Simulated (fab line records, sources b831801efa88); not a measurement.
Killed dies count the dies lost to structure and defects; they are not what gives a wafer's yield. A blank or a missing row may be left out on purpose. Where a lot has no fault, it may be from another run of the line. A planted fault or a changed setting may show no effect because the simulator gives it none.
8D (eight disciplines) problem report, filled in by code	flow gf180mcu	the parts of the form that need people (team, actions taken, sign-off) are left out

== 1. WHAT IS WRONG ==
Wafers without a fault read 280.5 nm, standard deviation 1.4; cd nm at GF_POLY_GATE_CD_MEAS_10 reads a mean of 273.6 nm on 2 wafers belonging to 2 lots. That puts it -5.0 standard deviations away from the usual mean.
The step: target cd 280 nm.
Seen first at day 15 12:02 on cd sem-01, wafer L745.2. The record holds 42 wafers of 14 lots with a number at this step. By rule, "out" or "out of limits" means more than 4 standard deviations away from the usual mean. All remaining wafers that have a number are taken as sound.

== 2. WHAT THIS IS AND IS NOT ==
question	is	is not
which readings at this step	cd nm	-
which lots	L745, L746	L724, L725, L727, L728, L730, L732, L733, L735, L736, L737, L743, L747
which wafers of those lots	L745.2, L746.2	L745.3, L745.4, L746.3, L746.4
read on which gauges	cd sem-01, cd sem-02	-
when	from day 15 12:02	up to then (35 sound wafers); but 5 sound wafers of L746, L747 came after

== 3. WHAT RULES OUT EACH SUSPECT ==
Counting: any tool at a process step up to the reading remains a suspect provided it ran every lot that is out. Sound lots after the first of them don't rule it out here, since some wafers of a struck lot are sound.
- the gauge at GF_POLY_GATE_CD_MEAS_10: ruled out. 2 gauges (cd sem-01, cd sem-02) read the wafers that are out.
- litho track-04 at GF_POLY_GATE_PEB_08 (peb time 90 s): kept. It processed each lot that is out (first: L745, day 15 11:41); up to then, its last sound lot is L743 (day 14 23:37).
Remaining after the count: litho track-04 at GF_POLY_GATE_PEB_08.

== 4. THE CAUSE (what the simulator had put in) ==
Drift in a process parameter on litho track-04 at GF_POLY_GATE_PEB_08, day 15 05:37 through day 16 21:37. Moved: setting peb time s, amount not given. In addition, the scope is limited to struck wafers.
The count eliminated every tool but this one.

== 5. THE EFFECT CHAIN, in route order ==
Each row: a reading whose mean over the struck wafers that have a number lies more than 3 standard deviations from the usual. Scope: only readings with a usual standard deviation given in the record; hours: median across lots of the time from each lot's start at the first step in this table that gives one to its start at this step; sigmas: change in usual standard deviations.
hours	step	reading	usual	on struck wafers	change	sigmas
0	GF_POLY_GATE_CD_MEAS_10	cd nm	280.5 nm	273.6	-6.9	-5.0
Later measuring or inspecting steps at which every struck wafer that the step has a row for has a number for every such reading, and none has moved that far: GF_POLY_GATE_THK_MEAS_17.

== 6. HOW IT WOULD HAVE BEEN CAUGHT EARLIER ==
6 hours passed between the start of the fault at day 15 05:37 and the first reading out of limits at a measuring or inspecting step in this record, taken at day 15 12:02.
Of the tool readings at GF_POLY_GATE_PEB_08 for which the record gives a usual standard deviation, none was out on any struck wafer, so an alarm limit of 4 standard deviations on them would not have fired.
Lots out: 2; of these, L746 started GF_POLY_GATE_PEB_08 on litho track-04 after day 15 12:02. Had the tool been put on hold then, it would have been spared.
